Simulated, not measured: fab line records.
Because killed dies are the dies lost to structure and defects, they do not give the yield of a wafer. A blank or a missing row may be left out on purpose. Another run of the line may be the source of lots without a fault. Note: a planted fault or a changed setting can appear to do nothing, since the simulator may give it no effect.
fab line records :: flow sky130
[record]
  lots = 6
  wafers = 18
  last-day = 51
route steps=708 shown LDD_HVN@270 LDD_HVP@278 PAD_OPEN@708
lots that met no fault: taken from a fault-free run of the same line
start-h: hours from the record's opening day to when the first of the lot's shown wafers began :: wait-h: hours from the lot's prior step to this one :: " repeats the value in the row above :: L1.1+2: a single row standing in for several wafers :: - no value, or no start given :: * or withheld: withheld :: < > ~ a bound
route shown NAME@n: names a module that has steps shown in the file, with the first one's number in the route :: usual: mean and standard deviation over wafers with no fault :: same: alike in all rows :: chamber/n: place in a boat :: sites: readings site by site :: _std_site: the standard deviation of these :: _edge_site: outer sites' mean less inner sites' :: radius-mm: how far each site lies from the wafer's centre :: mask NAME#n: copy n :: behind: the most recent tool/chamber to have shaped the wafer :: hold: what put the lot on hold/how long, in hours/how the hold closed :: device: the transistor (n, p or np) that didn't switch :: end of line: the same wafers' tests at the end of the route :: for a step that has no rows: nothing shown but its recipe :: killed: dies that structure and defects cost at the first sort, which is not the same as the wafer's yield :: map: shows each die of a wafer: x if killed, . if not, _ if none is there
set.NAME: setting as actually run; set.NAME@STEP: the setting as run at that earlier step :: model.NAME: the simulator's own value behind a step, which no gauge read
a table for each step, a row for each wafer; lots at some steps of the route
services: from which hour (start-h, from the record's first day; less than 0 if before it) a tool's chamber was out of use, for how many hours, and why
[[steps]]
[step SKY_LDD_HVN_SOFTBAKE_03]
[recipe]
  temp-c = 90.63
  time-s = 60
  resist = NOVOLAK
[step SKY_LDD_HVN_EXPOSE_04]
[recipe]
  mask-id = HVNTM
  na = 0.6
  source-shape = conventional
  sigma-outer = 0.6
  polarization = unpolarized
  target-cd-nm = 700
  dose-mj = 127
[step SKY_LDD_HVN_PEB_05]
[recipe]
  temp-c = withheld
  time-s = *
  resist = NOVOLAK
[step SKY_LDD_HVN_DEVELOP_06]
[recipe]
  resist = NOVOLAK
  developer = TMAH
  develop-time-s = 60
  dev-temp-c = 23
[step SKY_LDD_HVN_OVL_MEAS_07]
[usual]
  LDD_HVN_OVL = -0.4/1.2
lot.wafer: L325.3
tool: overlay-01
chamber: -
start-h: 557.61
wait-h: 0.1
LDD_HVN_OVL[nm]: -0.4

lot.wafer: L325.4
tool: overlay-01
chamber: -
start-h: 557.61
wait-h: 0.1
LDD_HVN_OVL[nm]: 0.0

lot.wafer: L325.5
tool: overlay-01
chamber: -
start-h: 557.61
wait-h: 0.1
LDD_HVN_OVL[nm]: 0.8

lot.wafer: L326.1
tool: overlay-02
chamber: -
start-h: 573.08
wait-h: 0.1
LDD_HVN_OVL[nm]: 1.5

lot.wafer: L326.4
tool: overlay-02
chamber: -
start-h: 573.08
wait-h: 0.1
LDD_HVN_OVL[nm]: 0.0

lot.wafer: L326.6
tool: overlay-02
chamber: -
start-h: 573.08
wait-h: 0.1
LDD_HVN_OVL[nm]: -0.3

lot.wafer: L330.1
tool: overlay-02
chamber: -
start-h: 604.55
wait-h: 0.1
LDD_HVN_OVL[nm]: -1.4

lot.wafer: L330.3
tool: overlay-02
chamber: -
start-h: 604.55
wait-h: 0.1
LDD_HVN_OVL[nm]: 0.1

lot.wafer: L330.6
tool: overlay-02
chamber: -
start-h: 604.55
wait-h: 0.1
LDD_HVN_OVL[nm]: -0.8

lot.wafer: L331.1
tool: overlay-01
chamber: -
start-h: 611.35
wait-h: 0.1
LDD_HVN_OVL[nm]: 0.0

lot.wafer: L331.4
tool: overlay-01
chamber: -
start-h: 611.35
wait-h: 0.1
LDD_HVN_OVL[nm]: -1.6

lot.wafer: L331.5
tool: overlay-01
chamber: -
start-h: 611.35
wait-h: 0.1
LDD_HVN_OVL[nm]: 0.2

lot.wafer: L338.1
tool: overlay-02
chamber: -
start-h: 655.23
wait-h: 0.1
LDD_HVN_OVL[nm]: -1.5

lot.wafer: L338.5
tool: overlay-02
chamber: -
start-h: 655.23
wait-h: 0.1
LDD_HVN_OVL[nm]: -2.6

lot.wafer: L338.6
tool: overlay-02
chamber: -
start-h: 655.23
wait-h: 0.1
LDD_HVN_OVL[nm]: -2.9

lot.wafer: L339.3
tool: overlay-02
chamber: -
start-h: 662.05
wait-h: 0.1
LDD_HVN_OVL[nm]: 1.5

lot.wafer: L339.4
tool: overlay-02
chamber: -
start-h: 662.05
wait-h: 0.1
LDD_HVN_OVL[nm]: 2.1

lot.wafer: L339.5
tool: overlay-02
chamber: -
start-h: 662.05
wait-h: 0.1
LDD_HVN_OVL[nm]: 2.2
[step SKY_LDD_HVN_IMPLANT_08]
[recipe]
  species = P
  energy-kev = 60
  dose-cm2 = 3e+13
  tilt-deg = 40
[step SKY_LDD_HVN_STRIP_09]
[recipe]
  chemistry = O2/N2
  power-w = 1400
  pressure-mtorr = 1500
  platen-temp-c = withheld
  o2-flow-sccm = 3000
  n2-flow-sccm = 300
  overash-fraction = 0.5
[usual]
  drypump-motor-current-A = 5.6/0.56
  oes-product-au = 0.409/0.0046
  strip-time-to-endpoint-s = 4.128/0.015
lot.wafer: L325.3
tool: plasma-asher-04
chamber: 0
start-h: 557.82
wait-h: 0.1
drypump-motor-current-A: 5.8
oes-product-au: 0.408
rf-hours-counter-h: -
strip-time-to-endpoint-s: 4.134

lot.wafer: L325.4
tool: plasma-asher-04
chamber: 1
start-h: 557.82
wait-h: 0.1
drypump-motor-current-A: 5.4
oes-product-au: 0.405
rf-hours-counter-h: -
strip-time-to-endpoint-s: 4.141

lot.wafer: L325.5
tool: plasma-asher-04
chamber: 0
start-h: 557.82
wait-h: 0.1
drypump-motor-current-A: 5.8
oes-product-au: 0.406
rf-hours-counter-h: -
strip-time-to-endpoint-s: 4.133

lot.wafer: L326.1
tool: plasma-asher-04
chamber: 1
start-h: 573.27
wait-h: 0.1
drypump-motor-current-A: 5.4
oes-product-au: 0.411
rf-hours-counter-h: 14
strip-time-to-endpoint-s: 4.121

lot.wafer: L326.4
tool: plasma-asher-04
chamber: 0
start-h: 573.27
wait-h: 0.1
drypump-motor-current-A: 5.8
oes-product-au: 0.408
rf-hours-counter-h: -
strip-time-to-endpoint-s: 4.123

lot.wafer: L326.6
tool: plasma-asher-04
chamber: 1
start-h: 573.27
wait-h: 0.1
drypump-motor-current-A: 5.4
oes-product-au: 0.409
rf-hours-counter-h: -
strip-time-to-endpoint-s: 4.085

lot.wafer: L330.1
tool: plasma-asher-03
chamber: 1
start-h: 604.73
wait-h: 0.1
drypump-motor-current-A: 5.1
oes-product-au: 0.416
rf-hours-counter-h: 77
strip-time-to-endpoint-s: 4.124

lot.wafer: L330.3
tool: plasma-asher-03
chamber: 1
start-h: 604.73
wait-h: 0.1
drypump-motor-current-A: 5.1
oes-product-au: 0.409
rf-hours-counter-h: -
strip-time-to-endpoint-s: 4.117

lot.wafer: L330.6
tool: plasma-asher-03
chamber: 0
start-h: 604.73
wait-h: 0.1
drypump-motor-current-A: 5.8
oes-product-au: 0.405
rf-hours-counter-h: -
strip-time-to-endpoint-s: 4.122

lot.wafer: L331.1
tool: plasma-asher-03
chamber: 0
start-h: 611.54
wait-h: 0.1
drypump-motor-current-A: 5.8
oes-product-au: 0.405
rf-hours-counter-h: 78
strip-time-to-endpoint-s: 4.125

lot.wafer: L331.4
tool: plasma-asher-03
chamber: 1
start-h: 611.54
wait-h: 0.1
drypump-motor-current-A: 5.1
oes-product-au: 0.408
rf-hours-counter-h: -
strip-time-to-endpoint-s: 4.107

lot.wafer: L331.5
tool: plasma-asher-03
chamber: 1
start-h: 611.54
wait-h: 0.1
drypump-motor-current-A: 5.1
oes-product-au: 0.411
rf-hours-counter-h: -
strip-time-to-endpoint-s: 4.134

lot.wafer: L338.1
tool: plasma-asher-04
chamber: 1
start-h: 655.42
wait-h: 0.1
drypump-motor-current-A: 5.4
oes-product-au: 0.408
rf-hours-counter-h: 22
strip-time-to-endpoint-s: 4.113

lot.wafer: L338.5
tool: plasma-asher-04
chamber: 0
start-h: 655.42
wait-h: 0.1
drypump-motor-current-A: 5.8
oes-product-au: 0.405
rf-hours-counter-h: -
strip-time-to-endpoint-s: 4.112

lot.wafer: L338.6
tool: plasma-asher-04
chamber: 1
start-h: 655.42
wait-h: 0.1
drypump-motor-current-A: 5.4
oes-product-au: 0.410
rf-hours-counter-h: -
strip-time-to-endpoint-s: 4.098

lot.wafer: L339.3
tool: plasma-asher-02
chamber: 0
start-h: 662.25
wait-h: 0.1
drypump-motor-current-A: 4.8
oes-product-au: 0.413
rf-hours-counter-h: -
strip-time-to-endpoint-s: 4.123

lot.wafer: L339.4
tool: plasma-asher-02
chamber: 1
start-h: 662.25
wait-h: 0.1
drypump-motor-current-A: 6.6
oes-product-au: 0.405
rf-hours-counter-h: -
strip-time-to-endpoint-s: 4.128

lot.wafer: L339.5
tool: plasma-asher-02
chamber: 1
start-h: 662.25
wait-h: 0.1
drypump-motor-current-A: 6.7
oes-product-au: 0.405
rf-hours-counter-h: -
strip-time-to-endpoint-s: 4.123
[step SKY_LDD_HVN_TW_MEAS_10]
[usual]
  LDD_HVN_TW = 1438/15
lot.wafer: L325.3
tool: film-metro-04
chamber: -
start-h: 557.90
wait-h: 0.1
LDD_HVN_TW: 1452

lot.wafer: L325.4
tool: film-metro-04
chamber: -
start-h: 557.90
wait-h: 0.1
LDD_HVN_TW: 1453

lot.wafer: L325.5
tool: film-metro-04
chamber: -
start-h: 557.90
wait-h: 0.1
LDD_HVN_TW: 1442

lot.wafer: L326.1
tool: film-metro-01
chamber: -
start-h: 573.37
wait-h: 0.1
LDD_HVN_TW: 1432

lot.wafer: L326.4
tool: film-metro-01
chamber: -
start-h: 573.37
wait-h: 0.1
LDD_HVN_TW: 1429

lot.wafer: L326.6
tool: film-metro-01
chamber: -
start-h: 573.37
wait-h: 0.1
LDD_HVN_TW: 1430

lot.wafer: L330.1
tool: film-metro-04
chamber: -
start-h: 604.83
wait-h: 0.1
LDD_HVN_TW: 1460

lot.wafer: L330.3
tool: film-metro-04
chamber: -
start-h: 604.83
wait-h: 0.1
LDD_HVN_TW: 1454

lot.wafer: L330.6
tool: film-metro-04
chamber: -
start-h: 604.83
wait-h: 0.1
LDD_HVN_TW: 1458

lot.wafer: L331.1
tool: film-metro-04
chamber: -
start-h: 611.64
wait-h: 0.1
LDD_HVN_TW: 1457

lot.wafer: L331.4
tool: film-metro-04
chamber: -
start-h: 611.64
wait-h: 0.1
LDD_HVN_TW: 1458

lot.wafer: L331.5
tool: film-metro-04
chamber: -
start-h: 611.64
wait-h: 0.1
LDD_HVN_TW: 1454

lot.wafer: L338.1
tool: film-metro-03
chamber: -
start-h: 655.52
wait-h: 0.1
LDD_HVN_TW: 1439

lot.wafer: L338.5
tool: film-metro-03
chamber: -
start-h: 655.52
wait-h: 0.1
LDD_HVN_TW: 1431

lot.wafer: L338.6
tool: film-metro-03
chamber: -
start-h: 655.52
wait-h: 0.1
LDD_HVN_TW: 1440

lot.wafer: L339.3
tool: film-metro-03
chamber: -
start-h: 662.34
wait-h: 0.1
LDD_HVN_TW: 1427

lot.wafer: L339.4
tool: film-metro-03
chamber: -
start-h: 662.34
wait-h: 0.1
LDD_HVN_TW: 1434

lot.wafer: L339.5
tool: film-metro-03
chamber: -
start-h: 662.34
wait-h: 0.1
LDD_HVN_TW: 1440
[step SKY_LDD_HVP_DEHYDRATE_00]
[recipe]
  temp-c = 200
  time-s = 60
[step SKY_LDD_HVP_HMDS_01]
[recipe]
  prime-time-s = 60
  prime-temp-c = 120
[step SKY_LDD_HVP_COAT_02]
[recipe]
  resist = NOVOLAK
  spin-rpm = 3000
  resist-thk-nm = 300
[step SKY_LDD_HVP_SOFTBAKE_03]
[recipe]
  temp-c = 90
  time-s = 60
  resist = NOVOLAK
[step SKY_LDD_HVP_EXPOSE_04]
[recipe]
  mask-id = HVPTM
  na = 0.6
  source-shape = conventional
  sigma-outer = 0.6
  polarization = unpolarized
  target-cd-nm = 700
  dose-mj = 86
[usual]
  focus-offset-nm = 0.0/0.52
lot.wafer: L325.3
tool: iline-stepper-02
chamber: 0
start-h: 573.19
wait-h: -
mask: HVPTM#0
focus-offset-nm: 0.3
model.LDD_HVP.overlay-x-nm: -0.1249

lot.wafer: L325.4
tool: iline-stepper-02
chamber: 0
start-h: 573.19
wait-h: -
mask: HVPTM#0
focus-offset-nm: 1.0
model.LDD_HVP.overlay-x-nm: -0.1249

lot.wafer: L325.5
tool: iline-stepper-02
chamber: 0
start-h: 573.19
wait-h: -
mask: HVPTM#0
focus-offset-nm: 0.7
model.LDD_HVP.overlay-x-nm: -0.1249

lot.wafer: L326.1
tool: iline-stepper-02
chamber: 0
start-h: 588.35
wait-h: -
mask: HVPTM#0
focus-offset-nm: 0.0
model.LDD_HVP.overlay-x-nm: 0.523

lot.wafer: L326.4
tool: iline-stepper-02
chamber: 0
start-h: 588.35
wait-h: -
mask: HVPTM#0
focus-offset-nm: 0.3
model.LDD_HVP.overlay-x-nm: 0.523

lot.wafer: L326.6
tool: iline-stepper-02
chamber: 0
start-h: 588.35
wait-h: -
mask: HVPTM#0
focus-offset-nm: -0.1
model.LDD_HVP.overlay-x-nm: 0.523

lot.wafer: L330.1
tool: iline-stepper-01
chamber: 0
start-h: 619.67
wait-h: -
mask: HVPTM#0
focus-offset-nm: -1.5
model.LDD_HVP.overlay-x-nm: 0.8196

lot.wafer: L330.3
tool: iline-stepper-01
chamber: 0
start-h: 619.67
wait-h: -
mask: HVPTM#0
focus-offset-nm: -0.3
model.LDD_HVP.overlay-x-nm: 0.8196

lot.wafer: L330.6
tool: iline-stepper-01
chamber: 0
start-h: 619.67
wait-h: -
mask: HVPTM#0
focus-offset-nm: -0.8
model.LDD_HVP.overlay-x-nm: 0.8196

lot.wafer: L331.1
tool: iline-stepper-02
chamber: 0
start-h: 627.48
wait-h: -
mask: HVPTM#0
focus-offset-nm: 0.0
model.LDD_HVP.overlay-x-nm: -0.3016

lot.wafer: L331.4
tool: iline-stepper-02
chamber: 0
start-h: 627.48
wait-h: -
mask: HVPTM#0
focus-offset-nm: 0.2
model.LDD_HVP.overlay-x-nm: -0.3016

lot.wafer: L331.5
tool: iline-stepper-02
chamber: 0
start-h: 627.48
wait-h: -
mask: HVPTM#0
focus-offset-nm: 0.5
model.LDD_HVP.overlay-x-nm: -0.3016

lot.wafer: L338.1
tool: iline-stepper-01
chamber: 0
start-h: 670.01
wait-h: -
mask: HVPTM#0
focus-offset-nm: 0.9
model.LDD_HVP.overlay-x-nm: 166.3

lot.wafer: L338.5
tool: iline-stepper-01
chamber: 0
start-h: 670.01
wait-h: -
mask: HVPTM#0
focus-offset-nm: 0.7
model.LDD_HVP.overlay-x-nm: 166.3

lot.wafer: L338.6
tool: iline-stepper-01
chamber: 0
start-h: 670.01
wait-h: -
mask: HVPTM#0
focus-offset-nm: 0.9
model.LDD_HVP.overlay-x-nm: 166.3

lot.wafer: L339.3
tool: iline-stepper-01
chamber: 0
start-h: 678.84
wait-h: -
mask: HVPTM#0
focus-offset-nm: 0.1
model.LDD_HVP.overlay-x-nm: 166.9

lot.wafer: L339.4
tool: iline-stepper-01
chamber: 0
start-h: 678.84
wait-h: -
mask: HVPTM#0
focus-offset-nm: -0.1
model.LDD_HVP.overlay-x-nm: 166.9

lot.wafer: L339.5
tool: iline-stepper-01
chamber: 0
start-h: 678.84
wait-h: -
mask: HVPTM#0
focus-offset-nm: -0.1
model.LDD_HVP.overlay-x-nm: 166.9
[step SKY_LDD_HVP_PEB_05]
[recipe]
  temp-c = withheld
  time-s = *
  resist = NOVOLAK
[step SKY_LDD_HVP_DEVELOP_06]
[recipe]
  resist = NOVOLAK
  developer = TMAH
  develop-time-s = 60
  dev-temp-c = 23
[step SKY_LDD_HVP_OVL_MEAS_07]
[usual]
  LDD_HVP_OVL = -0.1/1.6
lot.wafer: L325.3
tool: overlay-01
chamber: -
start-h: 587.92
wait-h: 0.1
LDD_HVP_OVL[nm]: -2.1

lot.wafer: L325.4
tool: overlay-01
chamber: -
start-h: 587.92
wait-h: 0.1
LDD_HVP_OVL[nm]: -0.5

lot.wafer: L325.5
tool: overlay-01
chamber: -
start-h: 587.92
wait-h: 0.1
LDD_HVP_OVL[nm]: -1.7

lot.wafer: L326.1
tool: overlay-01
chamber: -
start-h: 602.50
wait-h: 0.1
LDD_HVP_OVL[nm]: -2.5

lot.wafer: L326.4
tool: overlay-01
chamber: -
start-h: 602.50
wait-h: 0.1
LDD_HVP_OVL[nm]: -1.2

lot.wafer: L326.6
tool: overlay-01
chamber: -
start-h: 602.50
wait-h: 0.1
LDD_HVP_OVL[nm]: -2.1

lot.wafer: L330.1
tool: overlay-01
chamber: -
start-h: 634.45
wait-h: 0.1
LDD_HVP_OVL[nm]: 0.6

lot.wafer: L330.3
tool: overlay-01
chamber: -
start-h: 634.45
wait-h: 0.1
LDD_HVP_OVL[nm]: -0.9

lot.wafer: L330.6
tool: overlay-01
chamber: -
start-h: 634.45
wait-h: 0.1
LDD_HVP_OVL[nm]: -0.7

lot.wafer: L331.1
tool: overlay-01
chamber: -
start-h: 641.25
wait-h: 0.1
LDD_HVP_OVL[nm]: 1.3

lot.wafer: L331.4
tool: overlay-01
chamber: -
start-h: 641.25
wait-h: 0.1
LDD_HVP_OVL[nm]: -1.4

lot.wafer: L331.5
tool: overlay-01
chamber: -
start-h: 641.25
wait-h: 0.1
LDD_HVP_OVL[nm]: 2.7

lot.wafer: L338.1
tool: overlay-02
chamber: -
start-h: 684.35
wait-h: 0.1
LDD_HVP_OVL[nm]: 166.4

lot.wafer: L338.5
tool: overlay-02
chamber: -
start-h: 684.35
wait-h: 0.1
LDD_HVP_OVL[nm]: 166.2

lot.wafer: L338.6
tool: overlay-02
chamber: -
start-h: 684.35
wait-h: 0.1
LDD_HVP_OVL[nm]: 166.9

lot.wafer: L339.3
tool: overlay-01
chamber: -
start-h: 693.61
wait-h: 0.1
LDD_HVP_OVL[nm]: 167.8

lot.wafer: L339.4
tool: overlay-01
chamber: -
start-h: 693.61
wait-h: 0.1
LDD_HVP_OVL[nm]: 166.6

lot.wafer: L339.5
tool: overlay-01
chamber: -
start-h: 693.61
wait-h: 0.1
LDD_HVP_OVL[nm]: 167.8
[step SKY_LDD_HVP_IMPLANT_08]
[recipe]
  species = B
  energy-kev = 20
  dose-cm2 = 1.7e+13
  tilt-deg = 17.9
[step SKY_PAD_OPEN_PROBE_99]
[usual]
  killed_at_M0_to_M3 = 43/6.4
  killed_at_M4_up = 3.3/1.9
  killed-at-contacts = 24/5.7
  killed-at-front-end = 15/4.7
  killed-at-other = 0.3/0.48
  killed-dies = 86/9.2
  killed-open = 47/7
  killed-short = 39/6.5
[same]
  gross-dies = 492
  killed-at-back-side = 0
lot.wafer: L325.3
tool: prober-02
chamber: -
start-h: 1154.78
wait-h: 0.2
killed_at_M0_to_M3: 36
killed_at_M4_up: 3
killed-at-contacts: 30
killed-at-front-end: 12
killed-at-other: 0
killed-dies: 81
killed-open: 46
killed-short: 35

lot.wafer: L325.4
tool: prober-02
chamber: -
start-h: 1154.83
wait-h: 0.2
killed_at_M0_to_M3: 36
killed_at_M4_up: 6
killed-at-contacts: 29
killed-at-front-end: 14
killed-at-other: 0
killed-dies: 85
killed-open: 42
killed-short: 42

lot.wafer: L325.5
tool: prober-02
chamber: -
start-h: 1154.88
wait-h: 0.2
killed_at_M0_to_M3: 42
killed_at_M4_up: 5
killed-at-contacts: 30
killed-at-front-end: 21
killed-at-other: 0
killed-dies: 98
killed-open: 54
killed-short: 43

lot.wafer: L326.1
tool: prober-01
chamber: -
start-h: 1163.80
wait-h: 0.1
killed_at_M0_to_M3: 53
killed_at_M4_up: 3
killed-at-contacts: 24
killed-at-front-end: 14
killed-at-other: 0
killed-dies: 94
killed-open: 56
killed-short: 38

lot.wafer: L326.4
tool: prober-01
chamber: -
start-h: 1163.95
wait-h: 0.2
killed_at_M0_to_M3: 48
killed_at_M4_up: 2
killed-at-contacts: 21
killed-at-front-end: 13
killed-at-other: 0
killed-dies: 84
killed-open: 43
killed-short: 41

lot.wafer: L326.6
tool: prober-01
chamber: -
start-h: 1164.05
wait-h: 0.2
killed_at_M0_to_M3: 46
killed_at_M4_up: 1
killed-at-contacts: 25
killed-at-front-end: 13
killed-at-other: 1
killed-dies: 86
killed-open: 45
killed-short: 40

lot.wafer: L330.1
tool: prober-01
chamber: -
start-h: 1185.93
wait-h: 0.1
killed_at_M0_to_M3: 42
killed_at_M4_up: 7
killed-at-contacts: 19
killed-at-front-end: 10
killed-at-other: 1
killed-dies: 79
killed-open: 37
killed-short: 41

lot.wafer: L330.3
tool: prober-01
chamber: -
start-h: 1186.03
wait-h: 0.2
killed_at_M0_to_M3: 51
killed_at_M4_up: 5
killed-at-contacts: 26
killed-at-front-end: 4
killed-at-other: 0
killed-dies: 86
killed-open: 51
killed-short: 34

lot.wafer: L330.6
tool: prober-01
chamber: -
start-h: 1186.18
wait-h: 0.2
killed_at_M0_to_M3: 46
killed_at_M4_up: 6
killed-at-contacts: 21
killed-at-front-end: 15
killed-at-other: 1
killed-dies: 89
killed-open: 46
killed-short: 42

lot.wafer: L331.1
tool: prober-02
chamber: -
start-h: 1193.08
wait-h: 0.1
killed_at_M0_to_M3: 52
killed_at_M4_up: 3
killed-at-contacts: 29
killed-at-front-end: 16
killed-at-other: 0
killed-dies: 100
killed-open: 50
killed-short: 50

lot.wafer: L331.4
tool: prober-02
chamber: -
start-h: 1193.23
wait-h: 0.2
killed_at_M0_to_M3: 51
killed_at_M4_up: 2
killed-at-contacts: 18
killed-at-front-end: 9
killed-at-other: 1
killed-dies: 81
killed-open: 47
killed-short: 34

lot.wafer: L331.5
tool: prober-02
chamber: -
start-h: 1193.28
wait-h: 0.2
killed_at_M0_to_M3: 44
killed_at_M4_up: 4
killed-at-contacts: 14
killed-at-front-end: 16
killed-at-other: 0
killed-dies: 78
killed-open: 37
killed-short: 40
// killed by level:class
L325.3 CONTACT:geometric-particle:open=12 VIA1:geometric-particle:open=9 LOCAL_INTERCONNECT:geometric-particle:short=7 METAL1:geometric-particle:short=5 FIELD_ISO:geometric-particle:open=4 LI_CONTACT:geometric-particle:open=4 METAL2:geometric-particle:short=4 VIA2:geometric-particle:open=4
L325.4 LOCAL_INTERCONNECT:geometric-particle:short=10 VIA2:geometric-particle:open=8 CONTACT:geometric-particle:open=6 VIA2:geometric-particle:short=6 VIA1:geometric-particle:open=5 VIA3:geometric-particle:open=5 POLY_GATE:geometric-particle:open=4 LI_CONTACT:geometric-particle:short=4
L325.5 CONTACT:geometric-particle:open=10 LI_CONTACT:geometric-particle:open=9 VIA3:geometric-particle:open=8 VIA1:geometric-particle:open=8 FIELD_ISO:geometric-particle:short=7 CONTACT:geometric-particle:short=6 POLY_GATE:geometric-particle:open=5 METAL1:geometric-particle:short=5
L326.1 VIA1:geometric-particle:open=13 LI_CONTACT:geometric-particle:open=8 VIA2:geometric-particle:open=7 CONTACT:geometric-particle:open=7 VIA1:geometric-particle:short=6 FIELD_ISO:geometric-particle:open=5 METAL1:geometric-particle:short=5 METAL2:geometric-particle:short=5
L326.4 VIA1:geometric-particle:open=12 CONTACT:geometric-particle:open=10 VIA1:geometric-particle:short=8 METAL2:geometric-particle:short=8 METAL1:geometric-particle:short=7 VIA3:geometric-particle:open=6 VIA2:geometric-particle:open=5 FIELD_ISO:geometric-particle:short=4
L326.6 CONTACT:geometric-particle:open=11 VIA2:geometric-particle:open=9 METAL2:geometric-particle:short=7 POLY_GATE:geometric-particle:short=7 VIA1:geometric-particle:open=7 METAL1:geometric-particle:short=6 CONTACT:geometric-particle:short=6 LI_CONTACT:geometric-particle:open=3
L330.1 CONTACT:geometric-particle:open=8 VIA1:geometric-particle:open=8 VIA2:geometric-particle:open=8 CONTACT:geometric-particle:short=6 METAL3:geometric-particle:short=6 METAL4:geometric-particle:short=5 VIA1:geometric-particle:short=4 POLY_GATE:geometric-particle:open=3
L330.3 VIA1:geometric-particle:open=12 LI_CONTACT:geometric-particle:open=9 METAL1:geometric-particle:short=8 VIA3:geometric-particle:open=8 CONTACT:geometric-particle:open=7 VIA2:geometric-particle:open=6 CONTACT:geometric-particle:short=4 METAL4:geometric-particle:short=4
L330.6 VIA1:geometric-particle:open=17 CONTACT:geometric-particle:open=6 VIA3:geometric-particle:short=6 VIA3:geometric-particle:open=6 POLY_GATE:geometric-particle:short=5 METAL2:geometric-particle:short=4 LI_CONTACT:geometric-particle:open=4 LOCAL_INTERCONNECT:geometric-particle:short=4
L331.1 VIA1:geometric-particle:open=16 LOCAL_INTERCONNECT:geometric-particle:short=9 CONTACT:geometric-particle:open=8 VIA1:geometric-particle:short=7 FIELD_ISO:geometric-particle:short=6 VIA2:geometric-particle:open=6 LI_CONTACT:geometric-particle:open=4 CONTACT:geometric-particle:short=4
L331.4 VIA1:geometric-particle:open=13 VIA2:geometric-particle:open=11 CONTACT:geometric-particle:open=9 METAL1:geometric-particle:short=7 VIA2:geometric-particle:short=6 CONTACT:geometric-particle:short=4 METAL2:geometric-particle:open=3 POLY_GATE:geometric-particle:open=3
L331.5 VIA1:geometric-particle:open=8 VIA2:geometric-particle:open=8 FIELD_ISO:geometric-particle:short=7 METAL2:geometric-particle:short=6 VIA1:geometric-particle:short=6 METAL1:geometric-particle:short=5 CONTACT:geometric-particle:open=5 LI_CONTACT:geometric-particle:open=4
[[services]]
tool: iline-stepper-02
chamber: -
start-h: 535.82
hours: -
kind: consumable-replace:lamp

tool: plasma-asher-04
chamber: -
start-h: 569.69
hours: 1.9
kind: repair

tool: iline-stepper-02
chamber: -
start-h: 611.18
hours: 4.4
kind: pm

tool: iline-stepper-02
chamber: 0
start-h: 631.80
hours: -
kind: calibration

tool: iline-stepper-02
chamber: -
start-h: 666.23
hours: 11.5
kind: repair
[[key]]
[first-sign]
  step = SKY_LDD_HVP_OVL_MEAS_07
  reading = LDD_HVP_OVL
  direction = up
  sigmas = 99+
  usual = -0.1
  struck = 167.0
effect none on later readings
[model-effect]
  step = SKY_LDD_HVP_EXPOSE_04
  value = LDD_HVP.overlay-x-nm
  without = -0.2382
  struck = 166.6
met-at SKY_LDD_HVP_EXPOSE_04
struck-wafers L338.1,L338.5,L338.6,L339.3,L339.4,L339.5
tester-left-out L338,L339
onset-between 619.67 670.01
also-fits time
[fault]
  kind = scanner-matching-overlay
  tool = iline-stepper-01
  chamber = -
  onset-h = 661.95
  steps = SKY_LDD_HVP_EXPOSE_04
  offset = 166.83
// tester-left-out: of these lots the tester's yield and bins aren't shown, on N5 and GAA mostly nor the transistor test; their killed dies are dies lost to structure and defects alone, not to doping, threshold or leakage, so they don't give the yield
